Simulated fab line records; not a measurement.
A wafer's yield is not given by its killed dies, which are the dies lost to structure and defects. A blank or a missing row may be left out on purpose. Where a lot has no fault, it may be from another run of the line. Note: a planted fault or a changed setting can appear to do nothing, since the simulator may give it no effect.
Matching of chambers	flow sfqLine	4 sister chambers for SFQ_TRILAYER_I2_VIA_BARC_OPEN_VIA_ETCH_096 on rieDiel-02
The step etches BARC in O2, target depth 125 nm, time 41.7 s. 7 wafers are shown with their chamber, then 8 later ones without.

== EACH WAFER AND ITS CHAMBER ==
wafer	chamber	drypumpMotorCurrentA (A)	oesProductAu (a.u.)
L245.2	0	5.8	0.692
L247.3	0	5.8	0.680
L252.4	1	5.5	0.681
L255.1	2	6.0	0.688
L255.3	3	5.6	0.684
L255.4	1	5.4	0.677
L257.1	2	6.0	0.692

== WAFERS WITH NO CHAMBER GIVEN ==
wafer	drypumpMotorCurrentA (A)	oesProductAu (a.u.)
L257.3	5.8	0.685
L257.5	5.8	0.684
L261.3	5.6	0.689
L261.4	6.0	0.688
L261.6	5.5	0.676
L265.1	5.8	0.683
L265.2	5.6	0.686
L265.3	5.5	0.682

== WHICH CHAMBER EACH WENT THROUGH ==
wafer	from the rows above	in truth
L257.3	0	0
L257.5	0	0
L261.3	3	3
L261.4	2	2
L261.6	can't be placed: 1 or 3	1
L265.1	0	0
L265.2	3	3
L265.3	can't be placed: 1 or 3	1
Correct placement for 6 of the 8. Unplaceable from these rows: 2, with the true chamber sitting among the candidates in 2. 0 placed wrongly.
How it was worked out, from the rows above alone: a wafer's distance from a chamber is the root of the sum, over the readings, of the square of ((its reading less the chamber's mean) divided by the reading's scatter). If the next closest chamber is less than 2 further off than the closest, the wafer can't be placed; otherwise it belongs to the closest. The mean given for a chamber averages the wafers shown for that chamber. The scatter: the root of (the sum of the squares of (reading less its chamber's mean) over the shown wafers, divided by (wafers less chambers)).
